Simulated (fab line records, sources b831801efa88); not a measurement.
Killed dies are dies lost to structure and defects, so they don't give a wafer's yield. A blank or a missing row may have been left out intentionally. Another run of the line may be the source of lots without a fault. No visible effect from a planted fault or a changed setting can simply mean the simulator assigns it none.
Matching of chambers | flow sky130 | SKY_CONTACT_CMP_04 on cmp-02 has 4 sister chambers
The step polishes SiO2. 4 wafers are shown with their chamber, then 8 later ones without.

== WAFERS WITH THEIR CHAMBER ==
wafer  | chamber | motor_current_A (A)
L122.6 | 1       | 12.5
L128.6 | 2       | 11.0
L130.5 | 0       | 12.3
L131.1 | 3       | 13.0

== WAFERS WITHOUT THEIR CHAMBER ==
wafer  | motor_current_A (A)
L131.3 | 12.1
L131.5 | 10.2
L132.1 | 13.3
L132.3 | 12.6
L132.5 | 10.6
L136.1 | 13.0
L136.3 | 13.0
L136.6 | 11.6

== WHICH CHAMBER EACH WENT THROUGH ==
wafer  | from the rows above               | in truth
L131.3 | can't be placed: 0 or 1 or 3      | 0
L131.5 | 2                                 | 2
L132.1 | can't be placed: 3 or 1 or 0      | 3
L132.3 | can't be placed: 1 or 0 or 3      | 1
L132.5 | 2                                 | 2
L136.1 | can't be placed: 3 or 1 or 0      | 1
L136.3 | can't be placed: 3 or 1 or 0      | 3
L136.6 | can't be placed: 2 or 0 or 1 or 3 | 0
Correct placement for 2 of the 8. These rows do not allow placing 6 (true chamber among the candidates in 6). Placed wrongly: 0.
How it was worked out, from the rows above alone: a wafer's distance from a chamber is the root of the sum, over the readings, of the square of ((its reading less the chamber's mean) divided by the reading's scatter). If the next closest chamber is less than 2 further off than the closest, the wafer can't be placed; otherwise it belongs to the closest. For every chamber, the mean is computed from those of its wafers that are shown. The scatter: with one shown wafer a chamber, the root of the mean of the squares of how far each hidden wafer lies from its nearest shown one.
